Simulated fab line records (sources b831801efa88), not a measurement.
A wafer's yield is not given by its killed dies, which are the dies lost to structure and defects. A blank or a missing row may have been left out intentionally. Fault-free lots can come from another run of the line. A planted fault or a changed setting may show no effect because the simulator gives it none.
Comparing a struck lot with a sound one -- flow gf180mcu -- 16 out of 602 route steps
Sound: these wafers, L117.1, L117.3, L117.6. Wafers L126.1, L126.2 were the ones struck. The cause is given at the end.
Each step with rows lists, per side, the tool, then ch with its chambers, then its first start. Under that, the readings that differ: sound wafers -- struck wafers -- difference of the means -- sigmas: that difference in standard deviations of wafers without a fault.
alike: words and numbers the same on both sides, and readings whose means are apart by under 2 such deviations; not compared: readings that were withheld, readings missing a value for some wafer, numbers with overlapping values and no deviation given by the record, and bounds like >300 which may hide the same value.
The two part at a step that has a row with sigmas, a row that says differs or no value, or rows on one side only. Numbers that have no deviation but don't overlap get no sigmas and don't part them. A reading that every wafer of one side lacks parts them only if that side has two wafers or more.

first, 4 steps without rows for these wafers: GF_M4_SOFTBAKE_10 (time 60 s); GF_M4_EXPOSE_11 (exposes mask Metal4, target cd 280 nm); GF_M4_PEB_12 (peb time 90 s); GF_M4_DEVELOP_13 (develop time 60 s).
GF_M4_CD_MEAS_14: target cd 280 nm.
  struck on cd_sem-01, day 29 08:24; sound on cd_sem-01, day 26 13:25
  alike: cd_nm
GF_M4_OVL_MEAS_15:
  struck on overlay-02, day 29 08:31; sound on overlay-01, day 26 13:32
  alike: M4_OVL
GF_M4_METAL_ETCH_16: etches the open film in Cl2/BCl3, stops on SiO2, target depth 750.8 nm, time 125.1 s.
  sound on rie_metal-01 ch 0, day 26 13:34; struck on rie_metal-03 ch 0,1, day 29 08:34
reading,sound,struck,difference,sigmas
drypump_motor_current_A (A),6.08 6.08 6.06,5.65 5.53,-0.48,-3
  alike: bias_w, mfc_cl2_sccm, oes_product_au, throttle_valve_pct
  not compared: rf_hours_counter_h
GF_M4_STRIP_17: strips in O2/N2.
  sound on plasma_asher-02 ch 0, day 26 13:42; struck on plasma_asher-04 ch 0,1, day 29 08:41
  alike: drypump_motor_current_A, heater_power_w, oes_product_au, strip_time_to_endpoint_s
  not compared: rf_hours_counter_h
then, 3 steps without rows for these wafers: GF_M4_STRIP_18 (strips in post etch residue remover, time 1200 s); GF_M4_CLEAN_19 (cleans in DIW); GF_V4_CVD_00 (deposits SiO2, target thk 600 nm, time 100 s).
GF_V4_THK_MEAS_01:
  struck on film_metro-02, day 29 09:18; sound on film_metro-01, day 26 14:23
  alike: V4_CVD_00_THK
GF_V4_CVD_02: deposits SiO2 from TEOS, target thk 850 nm, time 94.851 s.
  sound on pecvd-04 ch 0,1,2, day 26 14:27; struck on pecvd-03 ch 0,1, day 29 09:22
reading,sound,struck,difference,sigmas
model.SiO2_of_V4_CVD_02.thk_nm (nm),827.6 836.5 840.5,1446 1459,+618,
  alike: heater_power_w
GF_V4_THK_MEAS_03:
  struck on film_metro-04, day 29 09:26; sound on film_metro-02, day 26 14:31
reading,sound,struck,difference,sigmas
V4_CVD_02_THK (nm),828 836 841,1448 1458,+618,+52
GF_V4_CMP_04: polishes SiO2.
  sound on cmp-01 ch 0,1,3, day 26 14:47; struck on cmp-01 ch 1,2, day 29 09:29
reading,sound,struck,difference,sigmas
time_to_endpoint_s (s),73 76 78,310 307,+233,+43
  alike: head_pressure_psi, motor_current_A, platen_rpm
GF_V4_BOW_MEAS_05:
  struck on film_metro-04, day 29 09:47; sound on film_metro-04, day 26 15:02
  alike: V4_BOW

== WHERE THEY PART ==
At GF_M4_METAL_ETCH_16 first; at GF_V4_CMP_04 last (within this record only). Later steps at which nothing parts them and some readings are alike: GF_V4_BOW_MEAS_05.

WHY: what had been put in by the simulator
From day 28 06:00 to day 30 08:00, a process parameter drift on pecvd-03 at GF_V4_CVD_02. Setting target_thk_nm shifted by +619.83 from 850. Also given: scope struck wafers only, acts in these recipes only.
